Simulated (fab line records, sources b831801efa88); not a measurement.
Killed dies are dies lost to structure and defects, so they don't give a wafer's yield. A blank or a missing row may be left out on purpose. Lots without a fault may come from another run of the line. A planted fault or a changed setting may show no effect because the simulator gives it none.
Which tool did it? | flow sky130 | 12 lots, 36 wafers sampled, at 5 steps of a route of 708

WHAT THE GAUGES READ, wafer by wafer
SKY_VT_ADJUST_NCORE_OVL_MEAS_08. Usual: VT_ADJUST_NCORE_OVL 0.7 nm, standard deviation 1.5.
lot  | measured     | on         | VT_ADJUST_NCORE_OVL (nm) | flag
L932 | day 8 21:08  | overlay-02 | 5.2 5.3 4.9              |
L933 | day 9 03:01  | overlay-01 | 1.5 1.2 0.2              |
L937 | day 10 02:29 | overlay-02 | -1.4 -1.3 -0.8           |
L941 | day 11 04:22 | overlay-01 | 1.3 1.2 3.5              |
L942 | day 11 07:46 | overlay-02 | -2.3 -0.5 -1.0           |
L943 | day 11 15:52 | overlay-02 | 0.1 -0.1 -1.3            |
L947 | day 12 20:07 | overlay-02 | 0.3 -0.2 -0.6            |
L949 | day 13 12:19 | overlay-01 | 2.0 1.6 1.2              |
L950 | day 13 16:49 | overlay-01 | -0.6 0.2 2.1             |
L953 | day 14 16:25 | overlay-01 | -0.3 -2.3 -0.2           |
L954 | day 15 00:19 | overlay-01 | 1.9 1.5 2.0              |
L955 | day 15 02:37 | overlay-01 | 2.6 0.9 1.4              |

SKY_VT_ADJUST_HVTR_CD_MEAS_07: target cd 380 nm. Usual: cd_nm 379.5 nm, standard deviation 2.2.
lot  | measured     | on        | cd_nm (nm)        | flag
L932 | day 9 18:35  | cd_sem-02 | 377.1 375.8 378.2 |
L933 | day 10 00:28 | cd_sem-01 | 382.0 380.4 380.6 |
L937 | day 10 23:21 | cd_sem-01 | 384.4 383.1 384.7 |
L941 | day 12 03:30 | cd_sem-02 | 381.7 380.0 380.1 |
L942 | day 12 07:20 | cd_sem-01 | 377.4 375.5 376.8 |
L943 | day 12 15:15 | cd_sem-01 | 378.0 379.2 379.3 |
L947 | day 13 20:57 | cd_sem-02 | 376.8 376.8 377.7 |
L949 | day 14 14:00 | cd_sem-02 | 380.9 381.2 382.0 |
L950 | day 14 18:54 | cd_sem-01 | 380.3 383.3 381.6 |
L953 | day 15 19:48 | cd_sem-02 | 378.0 379.6 377.4 |
L954 | day 16 03:46 | cd_sem-01 | 378.6 378.1 375.8 |
L955 | day 16 06:09 | cd_sem-02 | 379.5 380.1 380.5 |

SKY_VT_ADJUST_HVTR_TW_MEAS_11. Usual: VT_ADJUST_HVTR_TW 213.1, standard deviation 1.9.
lot  | measured     | on            | VT_ADJUST_HVTR_TW | flag
L932 | day 9 18:59  | film_metro-01 | 211.1 211.2 211.8 |
L933 | day 10 00:52 | film_metro-03 | 214.6 214.6 214.8 |
L937 | day 10 23:45 | film_metro-03 | 215.5 215.1 214.5 |
L941 | day 12 03:54 | film_metro-02 | 211.8 212.4 211.7 |
L942 | day 12 07:44 | film_metro-01 | 210.9 211.8 212.7 |
L943 | day 12 15:58 | film_metro-03 | 262.6 263.0 262.1 | OFF
L947 | day 13 21:40 | film_metro-01 | 256.5 257.9 257.3 | OFF
L949 | day 14 14:24 | film_metro-03 | 214.0 211.5 212.1 |
L950 | day 14 19:18 | film_metro-03 | 212.0 211.3 213.7 |
L953 | day 15 20:12 | film_metro-01 | 212.0 212.6 211.9 |
L954 | day 16 04:10 | film_metro-01 | 211.0 212.0 211.4 |
L955 | day 16 06:33 | film_metro-01 | 211.7 212.0 211.6 |

WHICH TOOL RAN EACH LOT (tool, then ch and the chambers of the sampled wafers, then the start)
lot  | SKY_VT_ADJUST_HVTR_IMPLANT_09   | SKY_VT_ADJUST_HVTR_STRIP_10
L932 | implanter-02 ch 0, day 9 18:46  | plasma_asher-03 ch 0,1, day 9 18:53
L933 | implanter-04 ch 0, day 10 00:38 | plasma_asher-01 ch 0,1, day 10 00:46
L937 | implanter-02 ch 0, day 10 23:31 | plasma_asher-03 ch 0,1, day 10 23:38
L941 | implanter-04 ch 0, day 12 03:39 | plasma_asher-01 ch 1, day 12 03:48
L942 | implanter-04 ch 0, day 12 07:29 | plasma_asher-03 ch 0,1, day 12 07:38
L943 | implanter-02 ch 0, day 12 15:24 | plasma_asher-01 ch 0,1, day 12 15:52
L947 | implanter-03 ch 0, day 13 21:06 | plasma_asher-01 ch 0,1, day 13 21:34
L949 | implanter-03 ch 0, day 14 14:09 | plasma_asher-03 ch 0,1, day 14 14:18
L950 | implanter-04 ch 0, day 14 19:04 | plasma_asher-03 ch 1, day 14 19:11
L953 | implanter-02 ch 0, day 15 19:57 | plasma_asher-01 ch 0,1, day 15 20:06
L954 | implanter-04 ch 0, day 16 03:56 | plasma_asher-04 ch 0, day 16 04:03
L955 | implanter-02 ch 0, day 16 06:18 | plasma_asher-04 ch 0,1, day 16 06:27
- SKY_VT_ADJUST_HVTR_IMPLANT_09
- SKY_VT_ADJUST_HVTR_STRIP_10: strips in O2/N2.

WHAT THE TOOLS THEMSELVES READ (means of the sampled wafers that have a number; where no wafer has one, the mark that the record gives instead)
SKY_VT_ADJUST_HVTR_IMPLANT_09. Usual: end_station_pressure_torr 5.02e-06 Torr, standard deviation 2.5e-07.
lot  | tool         | end_station_pressure_torr (Torr) | flag
L932 | implanter-02 | 4.85e-06                         |
L933 | implanter-04 | 5.01e-06                         |
L937 | implanter-02 | 5.09e-06                         |
L941 | implanter-04 | 4.93e-06                         |
L942 | implanter-04 | 4.93e-06                         |
L943 | implanter-02 | 5.03e-06                         |
L947 | implanter-03 | 5.00e-06                         |
L949 | implanter-03 | 5.03e-06                         |
L950 | implanter-04 | 4.79e-06                         |
L953 | implanter-02 | 5.24e-06                         |
L954 | implanter-04 | 5.17e-06                         |
L955 | implanter-02 | 5.19e-06                         |

SKY_VT_ADJUST_HVTR_STRIP_10. Usual: drypump_motor_current_A 5.7 A, standard deviation 0.33; oes_product_au 0.716 a.u., standard deviation 0.0041; strip_time_to_endpoint_s 14.18 s, standard deviation 0.04.
lot  | tool            | drypump_motor_current_A (A) | oes_product_au (a.u.) | strip_time_to_endpoint_s (s) | flag
L932 | plasma_asher-03 | 5.3                         | 0.716                 | 14.16                        |
L933 | plasma_asher-01 | 6.0                         | 0.712                 | 14.15                        |
L937 | plasma_asher-03 | 5.3                         | 0.714                 | 14.22                        |
L941 | plasma_asher-01 | 5.9                         | 0.719                 | 14.21                        |
L942 | plasma_asher-03 | 5.3                         | 0.719                 | 14.17                        |
L943 | plasma_asher-01 | 6.0                         | 0.717                 | 14.25                        |
L947 | plasma_asher-01 | 6.0                         | 0.715                 | 14.20                        |
L949 | plasma_asher-03 | 5.3                         | 0.715                 | 14.20                        |
L950 | plasma_asher-03 | 5.2                         | 0.716                 | 14.22                        |
L953 | plasma_asher-01 | 6.0                         | 0.712                 | 14.18                        |
L954 | plasma_asher-04 | 5.8                         | 0.715                 | 14.14                        |
L955 | plasma_asher-04 | 5.7                         | 0.716                 | 14.18                        |

THE ANSWER, worked out from the rows above alone
Rule: a lot is off if the mean of its wafers that have a number lies more than 3 standard deviations from the usual mean. A lot without any number at a reading at which 4 lots or more have one is off too. The other lots that the step has rows for count as sound. The gauges are gone through in route order, then the tools' own readings, and for those a lot's mean is taken as printed above. The first step at which some lot is off is used, and at that step the reading that is off furthest; a lot without a number counts as furthest.
Off: L943, L947, at SKY_VT_ADJUST_HVTR_TW_MEAS_11 (VT_ADJUST_HVTR_TW).
A tool fits if, at a process step before that reading, it ran every lot that is off, and no sound lot after the first of them. The gauges at SKY_VT_ADJUST_HVTR_TW_MEAS_11 are tried like those tools. None of those tried fits.

WHAT THE SIMULATOR HAD PUT IN
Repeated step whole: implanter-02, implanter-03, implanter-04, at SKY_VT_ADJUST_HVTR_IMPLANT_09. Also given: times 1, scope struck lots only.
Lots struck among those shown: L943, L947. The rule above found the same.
